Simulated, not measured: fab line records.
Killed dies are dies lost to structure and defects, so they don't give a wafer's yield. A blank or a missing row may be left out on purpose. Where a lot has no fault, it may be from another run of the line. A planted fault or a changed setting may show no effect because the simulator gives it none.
Chamber matching    flow gf180mcu    GF_V5_CMP_26 on cmp-02 has 4 sister chambers
The step polishes, stops on SiO2, t overpolish 15 s, target thk 0 nm. 8 wafers are shown with their chamber, then 7 later ones without.

## WAFERS, EACH WITH ITS CHAMBER
wafer   chamber  time to endpoint s (s)  motor current A (A)
L333.6  1        78                      10.9
L334.1  0        89                      10.8
L334.6  3        82                      11.1
L335.1  3        84                      10.7
L335.2  0        86                      11.2
L335.3  2        84                      12.0
L338.1  1        84                      11.2
L338.4  2        86                      12.2

## WAFERS MISSING THEIR CHAMBER
wafer   time to endpoint s (s)  motor current A (A)
L338.6  79                      11.3
L350.1  85                      10.7
L350.2  78                      12.0
L350.5  86                      10.3
L353.2  82                      12.1
L353.3  83                      10.2
L353.6  75                      10.9

## EACH ONE'S CHAMBER
wafer   from the rows above           in truth
L338.6  can't be placed: 1 or 3       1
L350.1  can't be placed: 3 or 0 or 1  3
L350.2  can't be placed: 2 or 1       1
L350.5  can't be placed: 3 or 0 or 1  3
L353.2  2                             2
L353.3  can't be placed: 3 or 1 or 0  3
L353.6  can't be placed: 1 or 3       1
Correct placement for 1 of the 7. Unplaceable from these rows: 6, with the true chamber sitting among the candidates in 6. Placed wrongly: 0.
How it was worked out, from the rows above alone: a wafer's distance from a chamber is the root of the sum, over the readings, of the square of ((its reading less the chamber's mean) divided by the reading's scatter). If the next closest chamber is less than 2 further off than the closest, the wafer can't be placed; otherwise it belongs to the closest. A chamber's mean is the mean of its shown wafers. How the scatter is found: for the shown wafers, subtract from each reading the mean of its chamber, square and add these, divide the total by (wafers less chambers), then take the root.
